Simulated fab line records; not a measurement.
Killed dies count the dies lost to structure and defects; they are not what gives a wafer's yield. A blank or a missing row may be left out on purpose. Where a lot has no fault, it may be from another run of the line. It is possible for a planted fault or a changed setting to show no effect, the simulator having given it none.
fab line records ; flow sky130
[record] lots = 11; wafers = 33; last_day = 50
route steps=708 shown LOCAL_INTERCONNECT@400 CONTACT@421 METAL1@449 PAD_OPEN@708
lots with no fault: from the same line, run without faults
start_h: start of the lot's first displayed wafer, in hours after the record's first day ; wait_h: how many hours have passed since the lot's step before this one ; " same as the row above ; L1.1+2: a row that stands for several wafers ; - value missing, or start not given ; * or withheld: withheld ; < > ~ a bound
route shown NAME@n: a module of which the file shows steps, and the number in the route of the first ; usual: the fault-free wafers' mean and standard deviation ; same: alike in all rows ; chamber/n: place in a boat ; sites: each site's reading ; _std_site: how widely they spread, as a standard deviation ; _edge_site: outer sites' mean less inner sites' ; radius_mm: how far each site lies from the wafer's centre ; mask NAME#n: copy n ; behind: the most recent tool/chamber to have shaped the wafer ; hold: why the lot was held/for how many hours/how that ended ; device: names the non-switching transistor (n, p or np) ; end of line: the tests these same wafers got at the end of their route ; where a step has no rows: the recipe by itself ; killed: at the first sort, the dies lost to defects and structure; wafer yield is something else ; map: per-die view of a wafer (x killed, . not killed, _ where there is no die)
set.NAME: the setting the step ran with; set.NAME@STEP: the setting that earlier step ran with ; model.NAME: the simulator's own value behind a step, which no gauge read
the route's steps for a sample of lots (tables are steps, rows are wafers)
services: the hour from which a tool's chamber was out of use, counted from the record's first day as start_h (under 0 if before that day), plus the number of hours and why
[[steps]]
[step SKY_LOCAL_INTERCONNECT_ETCH_13]
[recipe] chemistry = N2/H2; target = BARC; ion_energy_ev = 200; bias_w = 100; pressure_mtorr = 30; n2_flow_sccm = 100; h2_flow_sccm = 200; icp_w = 500; stop_on = SiO2; time_s = 45.9; target_depth_a = 600
[usual] drypump_motor_current_A = 5.9/0.36; oes_product_au = 0.854/0.005; throttle_valve_pct = 13.223/0.0088
lot.wafer;tool;chamber;start_h;wait_h;drypump_motor_current_A;oes_product_au;rf_hours_counter_h;throttle_valve_pct
L656.1;rie_metal-04;1;722.36;0.0;5.2;0.856;4;13.210
L656.2;rie_metal-04;0;722.36;0.0;6.2;0.865;8;13.239
L656.3;rie_metal-04;0;722.36;0.0;6.2;0.856;-;13.231
L660.2;rie_metal-02;0;744.69;0.0;6.0;0.854;16;13.224
L660.4;rie_metal-02;0;744.69;0.0;6.0;0.859;-;13.217
L660.5;rie_metal-02;0;744.69;0.0;6.1;0.861;-;13.215
L662.1;rie_metal-04;1;775.59;0.0;5.1;0.861;5;13.226
L662.3;rie_metal-04;0;775.59;0.0;6.2;0.867;-;13.224
L662.6;rie_metal-04;1;775.59;0.0;5.2;0.856;-;13.227
L663.1;rie_metal-04;0;786.97;0.0;6.2;0.858;10;13.217
L663.4;rie_metal-04;0;786.97;0.0;6.2;0.854;-;13.225
L663.5;rie_metal-04;0;786.97;0.0;6.2;0.855;-;13.216
L670.1;rie_metal-02;1;818.16;0.0;6.1;0.844;18;13.226
L670.4;rie_metal-02;1;818.16;0.0;6.1;0.862;-;13.221
L670.5;rie_metal-02;1;818.16;0.0;6.1;0.851;-;13.237
L671.1;rie_metal-04;1;834.54;0.0;5.2;0.855;7;13.217
L671.2;rie_metal-04;0;834.54;0.0;6.2;0.861;12;13.209
L671.3;rie_metal-04;1;834.54;0.0;5.2;0.857;-;13.210
L672.1;rie_metal-02;0;840.19;0.0;6.0;0.849;1;13.241
L672.2;rie_metal-02;1;840.19;0.0;6.1;0.854;19;13.208
L672.4;rie_metal-02;0;840.19;0.0;6.0;0.853;-;13.226
L673.1;rie_metal-02;1;845.52;0.0;6.2;0.853;19;13.224
L673.2;rie_metal-02;0;845.52;0.0;6.0;0.853;1;13.221
L673.5;rie_metal-02;0;845.52;0.0;6.0;0.854;-;13.217
L674.2;rie_metal-04;0;850.49;0.0;6.2;0.861;12;13.221
L674.3;rie_metal-04;1;850.49;0.0;5.2;0.849;-;13.214
L674.6;rie_metal-04;0;850.49;0.0;6.2;0.846;-;13.229
L676.2;rie_metal-04;1;861.22;0.0;5.1;0.850;8;13.209
L676.3;rie_metal-04;1;861.22;0.0;5.2;0.852;-;13.212
L676.6;rie_metal-04;1;861.22;0.0;5.1;0.858;-;13.234
L677.1;rie_metal-03;1;869.04;0.0;6.0;0.860;10;13.211
L677.3;rie_metal-03;1;869.04;0.0;6.0;0.864;-;13.220
L677.5;rie_metal-03;1;869.04;0.0;5.9;0.864;-;13.235
[step SKY_CONTACT_OVL_MEAS_15]
[usual] CONTACT_OVL = -4/5
lot.wafer;tool;chamber;start_h;wait_h;CONTACT_OVL[nm]
L656.1;overlay-01;-;751.13;0.1;-8
L656.2;overlay-01;-;751.13;0.1;-10
L656.3;overlay-01;-;751.13;0.1;-7
L660.2;overlay-01;-;772.73;0.1;-12
L660.4;overlay-01;-;772.73;0.1;-10
L660.5;overlay-01;-;772.73;0.1;-12
L662.1;overlay-02;-;803.18;0.1;-12
L662.3;overlay-02;-;803.18;0.1;-2
L662.6;overlay-02;-;803.18;0.1;1
L663.1;overlay-02;-;813.18;0.1;-2
L663.4;overlay-02;-;813.18;0.1;-1
L663.5;overlay-02;-;813.18;0.1;-8
L670.1;overlay-01;-;846.15;0.1;-13
L670.4;overlay-01;-;846.15;0.1;-13
L670.5;overlay-01;-;846.15;0.1;-13
L671.1;overlay-02;-;862.33;0.1;7
L671.2;overlay-02;-;862.33;0.1;-6
L671.3;overlay-02;-;862.33;0.1;2
L672.1;overlay-01;-;867.62;0.1;3
L672.2;overlay-01;-;867.62;0.1;8
L672.4;overlay-01;-;867.62;0.1;-1
L673.1;overlay-02;-;873.13;0.1;0
L673.2;overlay-02;-;873.13;0.1;-6
L673.5;overlay-02;-;873.13;0.1;-3
L674.2;overlay-02;-;877.34;0.1;-11
L674.3;overlay-02;-;877.34;0.1;-8
L674.6;overlay-02;-;877.34;0.1;-7
L676.2;overlay-01;-;887.98;0.1;4
L676.3;overlay-01;-;887.98;0.1;4
L676.6;overlay-01;-;887.98;0.1;0
L677.1;overlay-01;-;896.57;0.1;-2
L677.3;overlay-01;-;896.57;0.1;0
L677.5;overlay-01;-;896.57;0.1;6
[step SKY_METAL1_CD_MEAS_15]
[recipe] target_cd_nm = 140
[usual] cd_nm = 139.6/1.6
lot.wafer;tool;chamber;start_h;wait_h;cd_nm
L656.1;cd_sem-01;-;778.85;-;140.5
L656.2;cd_sem-01;-;778.85;-;138.1
L656.3;cd_sem-01;-;778.85;-;139.2
L660.2;cd_sem-01;-;800.28;-;139.4
L660.4;cd_sem-01;-;800.28;-;138.0
L660.5;cd_sem-01;-;800.28;-;137.6
L662.1;cd_sem-01;-;828.10;-;138.6
L662.3;cd_sem-01;-;828.10;-;138.3
L662.6;cd_sem-01;-;828.10;-;138.5
L663.1;cd_sem-02;-;840.50;-;141.2
L663.4;cd_sem-02;-;840.50;-;138.5
L663.5;cd_sem-02;-;840.50;-;140.5
L670.1;cd_sem-01;-;873.91;-;138.1
L670.4;cd_sem-01;-;873.91;-;140.1
L670.5;cd_sem-01;-;873.91;-;138.9
L671.1;cd_sem-02;-;889.96;-;139.8
L671.2;cd_sem-02;-;889.96;-;138.5
L671.3;cd_sem-02;-;889.96;-;136.9
L672.1;cd_sem-02;-;894.71;-;137.3
L672.2;cd_sem-02;-;894.71;-;137.3
L672.4;cd_sem-02;-;894.71;-;139.1
L673.1;cd_sem-02;-;899.80;-;136.9
L673.2;cd_sem-02;-;899.80;-;137.1
L673.5;cd_sem-02;-;899.80;-;137.8
L674.2;cd_sem-01;-;904.38;-;139.1
L674.3;cd_sem-01;-;904.38;-;139.2
L674.6;cd_sem-01;-;904.38;-;138.6
L676.2;cd_sem-02;-;914.42;-;141.4
L676.3;cd_sem-02;-;914.42;-;140.8
L676.6;cd_sem-02;-;914.42;-;140.6
L677.1;cd_sem-01;-;922.76;-;139.6
L677.3;cd_sem-01;-;922.76;-;140.2
L677.5;cd_sem-01;-;922.76;-;139.6
[step SKY_METAL1_METAL_ETCH_19]
[recipe] target_depth_a = 3600; stop_on = SiO2; over_etch_frac = 0.3; time_s = 78; chemistry = Cl2/BCl3; resist_sidewall_deg = 88; pressure_mtorr = 10; icp_w = 900; bias_w = 48.5; Cl2_flow_sccm = 60; bcl3_flow_sccm = 30
[usual] drypump_motor_current_A = 5.7/0.37; oes_product_au = 0.854/0.006; throttle_valve_pct = 22.265/0.0096
lot.wafer;tool;chamber;start_h;wait_h;drypump_motor_current_A;oes_product_au;rf_hours_counter_h;throttle_valve_pct
L656.1;rie_metal-04;0;779.10;0.0;6.2;0.846;10;22.277
L656.2;rie_metal-04;1;779.10;0.0;5.2;0.842;6;22.273
L656.3;rie_metal-04;1;779.10;0.0;5.2;0.844;-;22.258
L660.2;rie_metal-01;1;800.51;0.0;5.3;0.857;10;22.260
L660.4;rie_metal-01;0;800.51;0.0;5.8;0.855;-;22.267
L660.5;rie_metal-01;1;800.51;0.0;5.3;0.862;-;22.273
L662.1;rie_metal-03;1;828.35;0.0;5.9;0.857;8;22.263
L662.3;rie_metal-03;1;828.35;0.0;5.9;0.859;-;22.260
L662.6;rie_metal-03;1;828.35;0.0;5.9;0.846;-;22.283
L663.1;rie_metal-03;0;840.75;0.0;5.9;0.851;16;22.243
L663.4;rie_metal-03;1;840.75;0.0;6.0;0.853;-;22.254
L663.5;rie_metal-03;1;840.75;0.0;6.0;0.861;-;22.264
L670.1;rie_metal-03;1;874.17;0.0;5.9;0.860;10;22.273
L670.4;rie_metal-03;0;874.17;0.0;5.9;0.856;-;22.255
L670.5;rie_metal-03;0;874.17;0.0;5.9;0.854;-;22.248
L671.1;rie_metal-03;0;890.25;0.1;5.9;0.856;18;22.273
L671.2;rie_metal-03;1;890.25;0.1;6.0;0.852;10;22.270
L671.3;rie_metal-03;1;890.25;0.1;6.0;0.857;-;22.273
L672.1;rie_metal-01;0;894.97;0.0;5.8;0.859;16;22.268
L672.2;rie_metal-01;1;894.97;0.0;5.3;0.853;14;22.262
L672.4;rie_metal-01;0;894.97;0.0;5.8;0.855;-;22.257
L673.1;rie_metal-04;1;900.05;0.0;5.2;0.850;10;22.258
L673.2;rie_metal-04;0;900.05;0.0;6.2;0.863;14;22.272
L673.5;rie_metal-04;0;900.05;0.0;6.2;0.857;-;22.257
L674.2;rie_metal-04;0;904.62;0.0;6.2;0.863;15;22.267
L674.3;rie_metal-04;0;904.62;0.0;6.2;0.836;-;22.269
L674.6;rie_metal-04;0;904.62;0.0;6.1;0.855;-;22.260
L676.2;rie_metal-04;0;914.65;0.0;6.2;0.864;15;22.277
L676.3;rie_metal-04;0;914.65;0.0;6.2;0.859;-;22.247
L676.6;rie_metal-04;1;914.65;0.0;5.1;0.854;-;22.257
L677.1;rie_metal-04;1;923.02;0.0;5.2;0.844;11;22.265
L677.3;rie_metal-04;0;923.02;0.0;6.2;0.843;-;22.253
L677.5;rie_metal-04;0;923.02;0.0;6.2;0.850;-;22.267
[step SKY_METAL1_STRIP_20]
[recipe] chemistry = O2/N2; power_w = 1400; pressure_mtorr = 1500; platen_temp_c = withheld; o2_flow_sccm = 3000; n2_flow_sccm = 300; overash_fraction = 0.5
[usual] drypump_motor_current_A = 5.7/0.45; oes_product_au = 0.343/0.0051; strip_time_to_endpoint_s = 2.71/0.035
lot.wafer;tool;chamber;start_h;wait_h;drypump_motor_current_A;oes_product_au;rf_hours_counter_h;strip_time_to_endpoint_s
L656.1;plasma_asher-03;1;779.19;0.1;5.8;0.334;92;2.70
L656.2;plasma_asher-03;0;779.19;0.1;5.0;0.340;92;2.68
L656.3;plasma_asher-03;1;779.19;0.1;5.8;0.346;-;2.71
L660.2;plasma_asher-03;0;800.60;0.1;5.0;0.337;95;2.71
L660.4;plasma_asher-03;1;800.60;0.1;5.9;0.349;-;2.66
L660.5;plasma_asher-03;1;800.60;0.1;5.8;0.343;-;2.70
L662.1;plasma_asher-01;1;828.44;0.1;6.1;0.342;9;2.69
L662.3;plasma_asher-01;1;828.44;0.1;6.1;0.346;-;2.73
L662.6;plasma_asher-01;1;828.44;0.1;6.2;0.330;-;2.74
L663.1;plasma_asher-03;1;840.84;0.1;5.8;0.338;99;2.69
L663.4;plasma_asher-03;1;840.84;0.1;5.8;0.340;-;2.71
L663.5;plasma_asher-03;0;840.84;0.1;5.0;0.338;-;2.75
L670.1;plasma_asher-02;1;874.26;0.1;5.4;0.340;44;2.75
L670.4;plasma_asher-02;0;874.26;0.1;6.2;0.347;-;2.68
L670.5;plasma_asher-02;0;874.26;0.1;6.3;0.302;-;1.52
L671.1;plasma_asher-03;0;890.37;0.1;4.9;0.344;103;2.70
L671.2;plasma_asher-03;1;890.37;0.1;5.8;0.299;103;1.60
L671.3;plasma_asher-03;1;890.37;0.1;5.9;0.340;-;2.75
L672.1;plasma_asher-02;0;895.06;0.1;6.3;0.340;46;2.66
L672.2;plasma_asher-02;1;895.06;0.1;5.5;0.342;46;2.73
L672.4;plasma_asher-02;1;895.06;0.1;5.4;0.347;-;2.65
L673.1;plasma_asher-02;0;900.14;0.1;6.2;0.340;47;2.69
L673.2;plasma_asher-02;1;900.14;0.1;5.4;0.344;47;2.67
L673.5;plasma_asher-02;0;900.14;0.1;6.2;0.345;-;2.66
L674.2;plasma_asher-01;1;904.71;0.1;6.1;0.335;16;2.66
L674.3;plasma_asher-01;0;904.71;0.1;5.7;0.342;-;2.69
L674.6;plasma_asher-01;1;904.71;0.1;6.1;0.350;-;2.69
L676.2;plasma_asher-03;1;914.74;0.1;5.8;0.337;106;2.70
L676.3;plasma_asher-03;1;914.74;0.1;5.9;0.344;-;2.70
L676.6;plasma_asher-03;1;914.74;0.1;5.8;0.341;-;2.74
L677.1;plasma_asher-02;1;923.11;0.1;5.4;0.350;49;2.74
L677.3;plasma_asher-02;1;923.11;0.1;5.4;0.346;-;2.71
L677.5;plasma_asher-02;0;923.11;0.1;6.3;0.345;-;2.68
[step SKY_PAD_OPEN_PROBE_99]
[usual] defect_limited_yield = 82.5/1.9; killed_at_M0_to_M3 = 43/6.8; killed_at_M4_up = 3.2/1.8; killed_at_contacts = 24/6.2; killed_at_front_end = 15/4.7; killed_at_other = 0.4/0.63; killed_dies = 86/9.6; killed_open = 47/6.9; killed_short = 39/6.3; sort_bin_3_pad_short = 0.9/0.46; sort_bin_5_function = 10.5/1.5; sort_bin_6_memory = 6.1/1.1; sort_n_pass = 406/9.6; sort_yield_pct = 82.5/1.9
[same] gross_dies = 492; killed_at_back_side = 0; sort_bin_4_leakage[%] = 0; sort_bin_8_speed[%] = 0
lot.wafer;tool;chamber;start_h;wait_h;defect_limited_yield[%];killed_at_M0_to_M3;killed_at_M4_up;killed_at_contacts;killed_at_front_end;killed_at_other;killed_dies;killed_open;killed_short;sort_bin_3_pad_short[%];sort_bin_5_function[%];sort_bin_6_memory[%];sort_n_pass;sort_yield_pct[%]
L663.1;prober-01;-;1131.72;0.1;79.7;44;5;33;18;0;100;56;42;1.4;11.0;7.9;392;79.7
L663.4;prober-01;-;1131.87;0.2;83.3;39;7;18;18;0;82;40;41;0;10.2;6.5;410;83.3
L663.5;prober-01;-;1131.92;0.2;81.1;40;1;41;11;0;93;42;49;1.2;10.0;7.7;399;81.1
L670.5;prober-01;-;1157.82;0.2;84.8;37;2;24;12;0;75;31;42;1.4;8.9;4.9;417;84.8
L672.1;prober-02;-;1174.58;0.1;82.1;40;2;24;22;0;88;41;47;1.4;9.6;6.9;404;82.1
L672.2;prober-02;-;1174.63;0.1;83.5;39;5;24;13;0;81;40;41;0.2;10.8;5.5;411;83.5
L672.4;prober-02;-;1174.73;0.2;80.5;40;8;41;7;0;96;46;50;1.0;11.6;6.9;396;80.5
L674.2;prober-02;-;1178.13;0.1;81.1;46;4;30;13;0;93;56;37;0.2;12.6;6.1;399;81.1
L674.3;prober-02;-;1178.18;0.2;79.1;54;2;20;26;1;103;60;43;0.8;12.4;7.7;389;79.1
L674.6;prober-02;-;1178.33;0.2;83.1;42;2;19;20;0;83;48;35;0.4;10.4;6.1;409;83.1
// killed by level:class
L663.1 LI_CONTACT:geometric_particle:open=14 VIA3:geometric_particle:open=9 CONTACT:geometric_particle:open=8 FIELD_ISO:geometric_particle:short=7 VIA1:geometric_particle:open=7 LI_CONTACT:geometric_particle:short=5 VIA2:geometric_particle:open=5 METAL1:geometric_particle:short=4
L663.4 CONTACT:geometric_particle:open=8 VIA1:geometric_particle:open=7 VIA3:geometric_particle:open=7 METAL4:geometric_particle:short=7 LI_CONTACT:geometric_particle:short=6 VIA2:geometric_particle:open=5 FIELD_ISO:geometric_particle:short=4 VIA1:geometric_particle:short=4
L663.5 CONTACT:geometric_particle:open=14 LOCAL_INTERCONNECT:geometric_particle:short=11 METAL2:geometric_particle:short=9 LI_CONTACT:geometric_particle:open=7 VIA1:geometric_particle:open=6 VIA2:geometric_particle:short=6 LI_CONTACT:geometric_particle:short=5 METAL1:geometric_particle:short=5
L670.5 CONTACT:geometric_particle:open=8 VIA1:geometric_particle:open=7 VIA2:geometric_particle:short=5 LOCAL_INTERCONNECT:geometric_particle:short=5 METAL1:geometric_particle:short=5 METAL2:geometric_particle:short=5 FIELD_ISO:geometric_particle:short=4 POLY_GATE:geometric_particle:short=4
L672.1 VIA1:geometric_particle:open=15 VIA1:geometric_particle:short=8 FIELD_ISO:geometric_particle:short=7 CONTACT:geometric_particle:open=6 METAL1:geometric_particle:short=6 POLY_GATE:geometric_particle:short=5 LI_CONTACT:geometric_particle:open=5 POLY_GATE:geometric_particle:open=4
L672.2 VIA1:geometric_particle:open=11 VIA1:geometric_particle:short=8 CONTACT:geometric_particle:open=7 LI_CONTACT:geometric_particle:open=6 METAL2:geometric_particle:short=6 POLY_GATE:geometric_particle:open=5 METAL4:geometric_particle:short=5 FIELD_ISO:geometric_particle:short=4
L672.4 CONTACT:geometric_particle:open=13 VIA1:geometric_particle:open=12 LI_CONTACT:geometric_particle:open=11 METAL4:geometric_particle:short=8 CONTACT:geometric_particle:short=7 METAL2:geometric_particle:short=6 LOCAL_INTERCONNECT:geometric_particle:short=6 METAL1:geometric_particle:short=5
L674.2 VIA1:geometric_particle:open=12 CONTACT:geometric_particle:open=11 LI_CONTACT:geometric_particle:open=9 VIA2:geometric_particle:open=7 VIA1:geometric_particle:short=7 CONTACT:geometric_particle:short=5 METAL1:geometric_particle:short=4 VIA3:geometric_particle:open=4
L674.3 VIA1:geometric_particle:open=13 LI_CONTACT:geometric_particle:open=10 VIA2:geometric_particle:open=9 FIELD_ISO:geometric_particle:open=7 POLY_GATE:geometric_particle:short=7 POLY_GATE:geometric_particle:open=6 METAL1:geometric_particle:short=6 METAL3:geometric_particle:short=6
L674.6 FIELD_ISO:geometric_particle:open=8 VIA1:geometric_particle:open=8 VIA2:geometric_particle:open=8 LI_CONTACT:geometric_particle:open=7 CONTACT:geometric_particle:open=6 VIA1:geometric_particle:short=6 METAL1:geometric_particle:short=5 POLY_GATE:geometric_particle:short=4
[[services]]
tool;chamber;start_h;hours;kind
rie_metal-03;0;698.40;9.5;repair
plasma_asher-03;-;711.82;4.6;repair
rie_metal-03;1;714.49;8.9;repair
rie_metal-03;-;730.67;0.6;repair
plasma_asher-01;-;733.75;9.0;pm
plasma_asher-01;0;733.75;9.0;vent_cycle
rie_metal-03;-;746.87;1.4;pm
rie_metal-01;1;756.07;12.2;repair
rie_metal-04;-;787.46;0.1;repair
rie_metal-02;0;802.95;-;clean
rie_metal-02;0;802.95;25.3;scheduled_down
rie_metal-02;0;802.95;25.3;vent_cycle
rie_metal-01;0;832.89;21.3;repair
rie_metal-04;-;835.32;0.7;repair
plasma_asher-01;-;838.92;3.3;repair
rie_metal-02;1;863.70;17.8;repair
rie_metal-01;-;870.58;0.6;repair
rie_metal-02;1;881.56;-;clean
rie_metal-02;1;881.56;23.0;scheduled_down
rie_metal-02;1;881.56;23.0;vent_cycle
plasma_asher-03;-;886.42;2.8;pm
rie_metal-03;0;907.63;-;clean
rie_metal-03;0;907.63;13.3;scheduled_down
rie_metal-03;0;907.63;13.3;vent_cycle
[[key]]
[first_sign] step = SKY_METAL1_STRIP_20; reading = strip_time_to_endpoint_s; direction = down; sigmas = 33; usual = *; struck = *
[effect] step = SKY_METAL1_STRIP_20; reading = oes_product_au; direction = down; sigmas = 8.3; usual = 0.343; struck = 0.301
met_at SKY_METAL1_METAL_ETCH_19
struck_lots L670,L671
struck_wafers L670.5,L671.2
not_acting_at SKY_LOCAL_INTERCONNECT_ETCH_13,SKY_CONTACT_OVL_MEAS_15,SKY_METAL1_CD_MEAS_15
onset_between 840.75 874.17
[fault] kind = process_parameter_drift; tool = rie_metal-03; chamber = -; onset_h = 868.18; steps = SKY_METAL1_METAL_ETCH_19; channel = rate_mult; offset = 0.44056; shape = step; end_h = 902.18; scope = struck_wafers_only
